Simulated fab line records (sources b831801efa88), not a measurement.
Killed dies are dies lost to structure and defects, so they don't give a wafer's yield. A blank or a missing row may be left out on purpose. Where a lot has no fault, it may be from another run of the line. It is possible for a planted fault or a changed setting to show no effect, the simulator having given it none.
fab line records + flow sky130
[record]
- lots = 15
- wafers = 45
- last-day = 50
route steps=708 shown VIA1@460
lots with no fault: from the same line, run without faults
start-h: start of the lot's first displayed wafer, in hours after the record's first day + wait-h: time in hours since the lot's previous step + " identical to the entry in the row above + L1.1+2: a row that stands for several wafers + - value missing, or start not given + * or withheld: withheld + < > ~ a bound
route shown NAME@n: names a module that has steps shown in the file, with the first one's number in the route + usual: mean and standard deviation over wafers with no fault + same: alike in all rows + chamber/n: place in a boat + sites: readings site by site + _std_site: the values' standard deviation + _edge_site: outer sites' mean less inner sites' + radius-mm: for every site, how far away it sits from the centre of the wafer + mask NAME#n: copy n + behind: the most recent tool/chamber to have shaped the wafer + hold: why the lot went on hold/how many hours it stayed there/how the hold came to an end + device: the transistor (n, p or np) that didn't switch + end of line: the route-end tests of the same wafers + for a step that has no rows: nothing shown but its recipe + killed: at the first sort, the dies lost to defects and structure; wafer yield is something else + map: the dies of a wafer, with x for killed, . for not killed, _ for no die there
set.NAME: the setting that was run; set.NAME@STEP: the one run at that earlier step + model.NAME: the simulator's own value behind a step, which no gauge read
steps of the route over a sample of lots; a table a step, a row a wafer
services: a tool's chamber out of use, with start hour (start-h, from the record's first day; less than 0 if before it), hours out, and reason
[[steps]]
[step SKY_VIA1_CMP_02]
[recipe]
- material = SiO2
- down-force-psi = 4
- platen-rpm = 60
- pad-velocity-m-s = 0.94248
[usual]
- head-pressure-psi = 4.000/0.0079
- motor-current-A = 12.1/1
- platen-rpm = 60.00/0.036
- slurry-flow-ml-min = 150.0/0.48
| lot.wafer | tool   | chamber | start-h | wait-h | head-pressure-psi | motor-current-A | platen-rpm | slurry-flow-ml-min |
|-----------|--------|---------|---------|--------|-------------------|-----------------|------------|--------------------|
| L753.3    | cmp-02 | 1       | 762.73  | 0.1    | 4.009             | 12.7            | 59.97      | 150.0              |
| L753.5    | "      | 0       | "       | "      | 4.013             | 12.1            | 59.98      | 149.7              |
| L753.6    | "      | 1       | "       | "      | 4.002             | 13.6            | 60.00      | 150.2              |
| L754.1    | cmp-01 | 0       | 770.37  | 0.1    | 4.011             | 11.1            | 59.97      | 149.5              |
| L754.3    | "      | 1       | "       | "      | 3.990             | 13.0            | 60.04      | 150.7              |
| L754.5    | "      | 0       | "       | "      | 3.999             | 11.2            | 60.03      | 149.7              |
| L755.1    | cmp-02 | 3       | 779.85  | 0.1    | 4.012             | 12.2            | 60.01      | 151.1              |
| L755.4    | "      | 2       | "       | "      | 3.994             | 12.3            | 59.93      | 150.4              |
| L755.5    | "      | 3       | "       | "      | 3.997             | 11.6            | 60.08      | 150.2              |
| L756.2    | cmp-02 | 0       | 792.28  | 0.2    | 4.009             | 11.0            | 59.99      | 149.5              |
| L756.5    | "      | 1       | "       | "      | 3.995             | 13.3            | 59.98      | 150.3              |
| L756.6    | "      | 2       | "       | "      | 3.986             | 12.3            | 60.06      | 149.9              |
| L757.3    | cmp-01 | 2       | 806.58  | 0.2    | 4.012             | 10.6            | 60.04      | 150.2              |
| L757.6    | "      | 3       | "       | "      | 3.998             | 13.3            | 59.99      | 149.0              |
| L757.5    | "      | 0       | "       | "      | 3.993             | 11.6            | 60.01      | 150.0              |
| L758.2    | cmp-02 | 3       | 807.88  | 0.1    | 3.994             | 11.7            | 59.96      | 149.1              |
| L758.4    | "      | 0       | "       | "      | 3.995             | 11.5            | 59.97      | 149.6              |
| L758.6    | "      | 3       | "       | "      | 4.006             | 11.7            | 59.95      | 150.1              |
| L760.3    | cmp-01 | 3       | 823.16  | 0.0    | 4.002             | 12.8            | 60.02      | 150.4              |
| L760.2    | "      | 0       | "       | "      | 3.996             | 11.6            | 60.00      | 150.1              |
| L760.6    | "      | 0       | "       | "      | 3.994             | 11.2            | 59.98      | 149.6              |
| L762.2    | cmp-01 | 0       | 845.12  | 0.1    | 4.001             | 11.1            | 60.02      | 150.5              |
| L762.1    | "      | 1       | "       | "      | 4.002             | 12.5            | 59.96      | 150.2              |
| L762.4    | "      | 2       | "       | "      | 3.997             | 10.4            | 59.95      | 150.1              |
| L763.4    | cmp-01 | 3       | 845.68  | 0.1    | 3.995             | 12.4            | 59.98      | 149.8              |
| L763.2    | "      | 0       | "       | "      | 3.994             | 11.1            | 60.10      | 149.8              |
| L763.5    | "      | 2       | "       | "      | 3.988             | 10.3            | 59.97      | 150.3              |
| L770.4    | cmp-02 | 0       | 893.12  | 0.0    | 3.998             | 10.9            | 60.03      | 149.4              |
| L770.3    | "      | 1       | "       | "      | 4.001             | 13.4            | 60.01      | 149.5              |
| L770.1    | "      | 3       | "       | "      | 4.000             | 11.0            | 59.99      | 150.1              |
| L771.2    | cmp-02 | 0       | 908.40  | 0.1    | 3.996             | 11.3            | 60.03      | 149.8              |
| L771.4    | "      | 2       | "       | "      | 4.001             | 12.3            | 60.11      | 150.6              |
| L771.5    | "      | 3       | "       | "      | 4.013             | 11.7            | 59.95      | 149.6              |
| L772.2    | cmp-02 | 3       | 910.99  | 0.6    | 4.003             | 11.8            | 60.05      | 149.4              |
| L772.5    | "      | 1       | "       | "      | 3.993             | 13.6            | 59.93      | 150.6              |
| L772.6    | "      | 2       | "       | "      | 3.997             | 13.1            | 59.99      | 149.6              |
| L774.1    | cmp-01 | 3       | 926.58  | 0.2    | 3.989             | 13.0            | 60.03      | 150.0              |
| L774.2    | "      | 0       | "       | "      | 3.993             | 11.6            | 60.01      | 149.7              |
| L774.5    | "      | 2       | "       | "      | 3.998             | 9.8             | 60.02      | 149.8              |
| L775.1    | cmp-02 | 2       | 931.83  | 0.1    | 3.995             | 12.9            | 60.03      | 150.2              |
| L775.5    | "      | 1       | "       | "      | 4.006             | 13.8            | 60.01      | 149.7              |
| L775.6    | "      | 2       | "       | "      | 4.010             | 12.7            | 59.93      | 150.8              |
| L776.1    | cmp-02 | 3       | 934.35  | 0.1    | 4.008             | 11.9            | 60.02      | 149.7              |
| L776.4    | "      | 0       | "       | "      | 4.004             | 11.5            | 60.03      | 151.8              |
| L776.6    | "      | 1       | "       | "      | 3.993             | 13.1            | 60.05      | 150.1              |
[step SKY_VIA1_OVL_MEAS_13]
[usual]
- VIA1_OVL = 0/5.3
| lot.wafer | tool       | chamber | start-h | wait-h | VIA1_OVL[nm] |
|-----------|------------|---------|---------|--------|--------------|
| L753.3    | overlay-02 | -       | 790.03  | 0.1    | 4            |
| L753.5    | "          | -       | "       | "      | -4           |
| L753.6    | "          | -       | "       | "      | -5           |
| L754.1    | overlay-01 | -       | 797.53  | 0.1    | -4           |
| L754.3    | "          | -       | "       | "      | -8           |
| L754.5    | "          | -       | "       | "      | -6           |
| L755.1    | overlay-02 | -       | 806.14  | 0.1    | -2           |
| L755.4    | "          | -       | "       | "      | -6           |
| L755.5    | "          | -       | "       | "      | -1           |
| L756.2    | overlay-02 | -       | 819.17  | 0.1    | -4           |
| L756.5    | "          | -       | "       | "      | -2           |
| L756.6    | "          | -       | "       | "      | -6           |
| L757.3    | overlay-02 | -       | 833.84  | 0.1    | -1           |
| L757.5    | "          | -       | "       | "      | 5            |
| L757.6    | "          | -       | "       | "      | -3           |
| L758.2    | overlay-02 | -       | 834.90  | 0.1    | 2            |
| L758.4    | "          | -       | "       | "      | 3            |
| L758.6    | "          | -       | "       | "      | 3            |
| L760.2    | overlay-02 | -       | 849.90  | 0.1    | -4           |
| L760.3    | "          | -       | "       | "      | -4           |
| L760.6    | "          | -       | "       | "      | -2           |
| L762.1    | overlay-02 | -       | 871.57  | 0.1    | -3           |
| L762.2    | "          | -       | "       | "      | -2           |
| L762.4    | "          | -       | "       | "      | 2            |
| L763.2    | overlay-01 | -       | 871.92  | 0.1    | -9           |
| L763.4    | "          | -       | "       | "      | -6           |
| L763.5    | "          | -       | "       | "      | -8           |
| L770.1    | overlay-01 | -       | 918.62  | 0.1    | -1           |
| L770.3    | "          | -       | "       | "      | 3            |
| L770.4    | "          | -       | "       | "      | -2           |
| L771.2    | overlay-02 | -       | 933.71  | 0.1    | -2           |
| L771.4    | "          | -       | "       | "      | -5           |
| L771.5    | "          | -       | "       | "      | -5           |
| L772.2    | overlay-02 | -       | 937.25  | 0.1    | 0            |
| L772.5    | "          | -       | "       | "      | 7            |
| L772.6    | "          | -       | "       | "      | 0            |
| L774.1    | overlay-02 | -       | 952.02  | 0.1    | -4           |
| L774.2    | "          | -       | "       | "      | -2           |
| L774.5    | "          | -       | "       | "      | -1           |
| L775.1    | overlay-02 | -       | 957.22  | 0.1    | 9            |
| L775.5    | "          | -       | "       | "      | 11           |
| L775.6    | "          | -       | "       | "      | 1            |
| L776.1    | overlay-01 | -       | 959.14  | 0.1    | -2           |
| L776.4    | "          | -       | "       | "      | 0            |
| L776.6    | "          | -       | "       | "      | -1           |
[step SKY_VIA1_STRIP_16]
[recipe]
- chemistry = O2/N2
- power-w = 1400
- pressure-mtorr = 1500
- platen-temp-c = withheld
- o2-flow-sccm = 3000
- n2-flow-sccm = 300
- overash-fraction = 0.5
[usual]
- drypump-motor-current-A = 5.53/0.29
- o2-flow-sccm = 3000/9
- oes-product-au = 0.415/0.0044
- strip-time-to-endpoint-s = 4.452/0.024
| lot.wafer | tool            | chamber | start-h | wait-h | drypump-motor-current-A | o2-flow-sccm | oes-product-au | rf-hours-counter-h | strip-time-to-endpoint-s |
|-----------|-----------------|---------|---------|--------|-------------------------|--------------|----------------|--------------------|--------------------------|
| L753.3    | plasma-asher-04 | 1       | 790.17  | 0.1    | 5.76                    | 2996         | 0.411          | -                  | 4.419                    |
| L753.5    | "               | 1       | "       | "      | 5.79                    | 3003         | 0.417          | -                  | 4.494                    |
| L753.6    | "               | 0       | "       | "      | 5.78                    | 3011         | 0.414          | -                  | 4.416                    |
| L754.1    | plasma-asher-03 | 0       | 797.66  | 0.0    | 5.45                    | 2988         | 0.415          | 67                 | 4.438                    |
| L754.3    | "               | 0       | "       | "      | 5.44                    | 2991         | 0.422          | -                  | 4.477                    |
| L754.5    | "               | 1       | "       | "      | 5.17                    | 2985         | 0.418          | -                  | 4.468                    |
| L755.1    | plasma-asher-01 | 0       | 806.27  | 0.0    | 6.09                    | 3009         | 0.420          | 96                 | 4.498                    |
| L755.4    | "               | 0       | "       | "      | 6.08                    | 3005         | 0.414          | -                  | 4.445                    |
| L755.5    | "               | 1       | "       | "      | 5.61                    | 2994         | 0.410          | -                  | 4.461                    |
| L756.2    | plasma-asher-04 | 1       | 819.29  | 0.0    | 5.82                    | 3015         | 0.417          | 39                 | 4.433                    |
| L756.5    | "               | 1       | "       | "      | 5.79                    | 3009         | 0.410          | -                  | 4.415                    |
| L756.6    | "               | 0       | "       | "      | 5.79                    | 2999         | 0.415          | -                  | 4.453                    |
| L757.3    | plasma-asher-03 | 0       | 833.99  | 0.1    | 5.45                    | 2991         | 0.414          | -                  | 4.451                    |
| L757.5    | "               | 0       | "       | "      | 5.46                    | 2997         | 0.408          | -                  | 4.463                    |
| L757.6    | "               | 1       | "       | "      | 5.13                    | 2990         | 0.414          | -                  | 4.435                    |
| L758.2    | plasma-asher-03 | 0       | 835.02  | 0.0    | 5.45                    | 2993         | 0.409          | 71                 | 4.484                    |
| L758.4    | "               | 1       | "       | "      | 5.16                    | 2986         | 0.413          | -                  | 4.423                    |
| L758.6    | "               | 1       | "       | "      | 5.14                    | 2992         | 0.419          | -                  | 4.474                    |
| L760.2    | plasma-asher-04 | 1       | 850.02  | 0.0    | 5.76                    | 3016         | 0.407          | 43                 | 4.439                    |
| L760.3    | "               | 0       | "       | "      | 5.80                    | 2995         | 0.417          | -                  | 4.485                    |
| L760.6    | "               | 1       | "       | "      | 5.77                    | 3005         | 0.414          | -                  | 4.456                    |
| L762.1    | plasma-asher-01 | 1       | 871.69  | 0.0    | 5.61                    | 3004         | 0.414          | 102                | 4.451                    |
| L762.2    | "               | 0       | "       | "      | 6.10                    | 3015         | 0.416          | 102                | 4.466                    |
| L762.4    | "               | 0       | "       | "      | 6.10                    | 2996         | 0.424          | -                  | 4.443                    |
| L763.2    | plasma-asher-03 | 1       | 872.04  | 0.0    | 5.16                    | 2985         | 0.407          | 75                 | 4.449                    |
| L763.4    | "               | 1       | "       | "      | 5.14                    | 2993         | 0.417          | -                  | 4.455                    |
| L763.5    | "               | 0       | "       | "      | 5.44                    | 2992         | 0.419          | -                  | 4.425                    |
| L770.1    | plasma-asher-01 | 0       | 918.78  | 0.0    | 6.08                    | 3005         | 0.416          | 107                | 4.464                    |
| L770.3    | "               | 1       | "       | "      | 5.62                    | 3000         | 0.420          | -                  | 4.474                    |
| L770.4    | "               | 0       | "       | "      | 6.07                    | 2994         | 0.411          | -                  | 4.456                    |
| L771.2    | plasma-asher-04 | 1       | 933.83  | 0.0    | 5.77                    | 2997         | 0.418          | 51                 | 4.459                    |
| L771.4    | "               | 1       | "       | "      | 5.75                    | 2982         | 0.414          | -                  | 4.467                    |
| L771.5    | "               | 1       | "       | "      | 5.77                    | 2989         | 0.418          | -                  | 4.445                    |
| L772.2    | plasma-asher-04 | 0       | 937.37  | 0.0    | 5.81                    | 3001         | 0.421          | 52                 | 4.516                    |
| L772.5    | "               | 1       | "       | "      | 5.79                    | 3007         | 0.417          | -                  | 4.460                    |
| L772.6    | "               | 0       | "       | "      | 5.80                    | 3006         | 0.423          | -                  | 4.472                    |
| L774.1    | plasma-asher-03 | 0       | 952.14  | 0.0    | 5.43                    | 3008         | 0.419          | 82                 | 4.456                    |
| L774.2    | "               | 1       | "       | "      | 5.16                    | 3015         | 0.420          | 82                 | 4.452                    |
| L774.5    | "               | 0       | "       | "      | 5.45                    | 2998         | 0.414          | -                  | 4.440                    |
| L775.1    | plasma-asher-03 | 0       | 957.34  | 0.0    | 5.43                    | 2988         | 0.405          | 83                 | 4.422                    |
| L775.5    | "               | 1       | "       | "      | 5.14                    | 3000         | 0.416          | -                  | 4.469                    |
| L775.6    | "               | 0       | "       | "      | 5.44                    | 2997         | 0.414          | -                  | 4.454                    |
| L776.1    | plasma-asher-03 | 1       | 959.27  | 0.0    | 5.15                    | 3003         | 0.418          | 83                 | 4.510                    |
| L776.4    | "               | 0       | "       | "      | 5.43                    | 2987         | 0.411          | -                  | 4.446                    |
| L776.6    | "               | 1       | "       | "      | 5.14                    | 3014         | 0.416          | -                  | 4.403                    |
[step SKY_VIA1_SPUTTER_20]
[recipe]
- material = TiN
- target-thk-nm = 20
- chamber-pressure-pa = 5
- power-w = 4000
- time-s = 80
[usual]
- cathode-dc-power-W = 3999.8/0.73
- chamber-pressure-pa = 5.000/0.0094
- throttle-valve-pct = 29.9/0.94
| lot.wafer | tool           | chamber | start-h | wait-h | cathode-dc-power-W | chamber-pressure-pa | throttle-valve-pct |
|-----------|----------------|---------|---------|--------|--------------------|---------------------|--------------------|
| L753.3    | pvd-sputter-02 | -       | 790.73  | 0.0    | 4000.8             | 4.998               | 29.1               |
| L753.5    | "              | -       | "       | "      | 4000.2             | 5.007               | 28.8               |
| L753.6    | "              | -       | "       | "      | 4000.4             | 5.006               | 29.0               |
| L754.1    | pvd-sputter-02 | -       | 798.25  | 0.0    | 4001.3             | 4.990               | 29.2               |
| L754.3    | "              | -       | "       | "      | 4000.4             | 4.996               | 28.1               |
| L754.5    | "              | -       | "       | "      | 3999.4             | 4.985               | 29.2               |
| L755.1    | pvd-sputter-03 | -       | 806.87  | 0.0    | 3999.6             | 4.993               | 31.1               |
| L755.4    | "              | -       | "       | "      | 3999.9             | 5.001               | 29.8               |
| L755.5    | "              | -       | "       | "      | 3999.7             | 5.001               | 31.0               |
| L756.2    | pvd-sputter-03 | -       | 819.91  | 0.0    | 3998.8             | 4.991               | 29.6               |
| L756.5    | "              | -       | "       | "      | 3999.2             | 5.003               | 30.2               |
| L756.6    | "              | -       | "       | "      | 3999.3             | 5.021               | 31.1               |
| L757.3    | pvd-sputter-02 | -       | 834.56  | 0.0    | 3999.6             | 5.008               | 28.5               |
| L757.5    | "              | -       | "       | "      | 3998.6             | 4.992               | 29.2               |
| L757.6    | "              | -       | "       | "      | 3997.8             | 5.003               | 28.7               |
| L758.2    | pvd-sputter-01 | -       | 835.65  | 0.0    | 3999.3             | 5.000               | 30.6               |
| L758.4    | "              | -       | "       | "      | 4001.0             | 4.999               | 31.4               |
| L758.6    | "              | -       | "       | "      | 3998.6             | 4.983               | 29.4               |
| L760.2    | pvd-sputter-01 | -       | 850.63  | 0.0    | 3999.4             | 5.002               | 29.4               |
| L760.3    | "              | -       | "       | "      | 4000.4             | 5.005               | 31.3               |
| L760.6    | "              | -       | "       | "      | 4000.4             | 4.993               | 31.0               |
| L762.1    | pvd-sputter-01 | -       | 872.33  | 0.0    | 3999.2             | 5.009               | 30.2               |
| L762.2    | "              | -       | "       | "      | 3998.4             | 4.982               | 30.7               |
| L762.4    | "              | -       | "       | "      | 3999.9             | 5.001               | 29.4               |
| L763.2    | pvd-sputter-03 | -       | 872.65  | 0.0    | 4000.6             | 4.986               | 30.1               |
| L763.4    | "              | -       | "       | "      | 4000.4             | 5.006               | 29.3               |
| L763.5    | "              | -       | "       | "      | 4000.4             | 5.007               | 30.9               |
| L770.1    | pvd-sputter-03 | -       | 919.38  | 0.0    | -                  | -                   | -                  |
| L770.3    | "              | -       | "       | "      | -                  | -                   | -                  |
| L770.4    | "              | -       | "       | "      | -                  | -                   | -                  |
| L771.2    | pvd-sputter-01 | -       | 934.43  | 0.0    | -                  | -                   | -                  |
| L771.4    | "              | -       | "       | "      | -                  | -                   | -                  |
| L771.5    | "              | -       | "       | "      | -                  | -                   | -                  |
| L772.2    | pvd-sputter-02 | -       | 937.96  | 0.0    | -                  | -                   | -                  |
| L772.5    | "              | -       | "       | "      | -                  | -                   | -                  |
| L772.6    | "              | -       | "       | "      | -                  | -                   | -                  |
| L774.1    | pvd-sputter-03 | -       | 952.75  | 0.0    | 4000.4             | 4.994               | 29.8               |
| L774.2    | "              | -       | "       | "      | 3998.6             | 4.994               | 29.5               |
| L774.5    | "              | -       | "       | "      | 4001.4             | 5.000               | 29.6               |
| L775.1    | pvd-sputter-01 | -       | 957.93  | 0.0    | 3999.6             | 4.995               | 30.7               |
| L775.5    | "              | -       | "       | "      | 4000.0             | 5.004               | 31.4               |
| L775.6    | "              | -       | "       | "      | 4000.3             | 5.004               | 31.1               |
| L776.1    | pvd-sputter-03 | -       | 959.86  | 0.0    | 3999.8             | 5.026               | 31.1               |
| L776.4    | "              | -       | "       | "      | 4001.0             | 4.993               | 30.0               |
| L776.6    | "              | -       | "       | "      | 4000.1             | 5.009               | 30.2               |
[[services]]
| tool            | chamber | start-h | hours | kind   |
|-----------------|---------|---------|-------|--------|
| cmp-02          | -       | 743.36  | 0.6   | repair |
| cmp-02          | -       | 747.47  | 4.0   | pm     |
| pvd-sputter-03  | -       | 754.44  | 1.2   | repair |
| cmp-01          | -       | 767.22  | 3.0   | repair |
| pvd-sputter-03  | -       | 776.90  | 1.8   | repair |
| pvd-sputter-01  | -       | 782.14  | 0.5   | repair |
| pvd-sputter-02  | -       | 790.80  | 6.8   | repair |
| cmp-02          | -       | 801.19  | 6.4   | pm     |
| cmp-01          | -       | 811.28  | 4.4   | repair |
| cmp-01          | -       | 811.64  | 1.3   | repair |
| cmp-01          | -       | 813.94  | 0.7   | repair |
| plasma-asher-01 | -       | 815.12  | 2.1   | repair |
| cmp-02          | -       | 823.45  | 4.4   | repair |
| cmp-02          | -       | 841.06  | 1.4   | repair |
| plasma-asher-01 | -       | 869.28  | 0.9   | repair |
| cmp-01          | -       | 870.69  | 0.5   | repair |
| cmp-02          | -       | 884.51  | 0.4   | repair |
| cmp-01          | -       | 897.68  | 12.8  | pm     |
| cmp-01          | -       | 910.45  | 3.2   | pm     |
| cmp-01          | -       | 913.65  | 4.0   | pm     |
| cmp-01          | -       | 916.41  | 0.2   | repair |
| cmp-01          | -       | 933.60  | 4.1   | repair |
| cmp-01          | -       | 950.10  | 4.2   | repair |
| cmp-01          | -       | 956.83  | 5.9   | pm     |
[[key]]
[first-sign]
- step = SKY_VIA1_SPUTTER_20
- reading = tool-record
- direction = missing
effect none on later readings
met-at SKY_VIA1_SPUTTER_20
struck-lots L770,L771,L772
later-rows-left-out L770.1,L770.3,L770.4,L771.2,L771.4,L771.5,L772.2,L772.5,L772.6
sort-left-out L770.1,L770.3,L770.4,L771.2,L771.4,L771.5,L772.2,L772.5,L772.6
not-acting-at SKY_VIA1_CMP_02,SKY_VIA1_OVL_MEAS_13,SKY_VIA1_STRIP_16
onset-between 872.65 919.38
[fault]
- kind = skipped-step-whole
- tool = pvd-sputter-01,pvd-sputter-02,pvd-sputter-03
- chamber = -
- onset-h = 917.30
- steps = SKY_VIA1_SPUTTER_20
- scope = struck-lots-only
// sort-left-out: the simulated sort isn't trusted on such a fault, so these wafers' sort isn't shown, and their yield isn't known
// later-rows-left-out: the simulator's readings of these wafers behind a module that went badly wrong aren't trusted and aren't shown, but for the sort
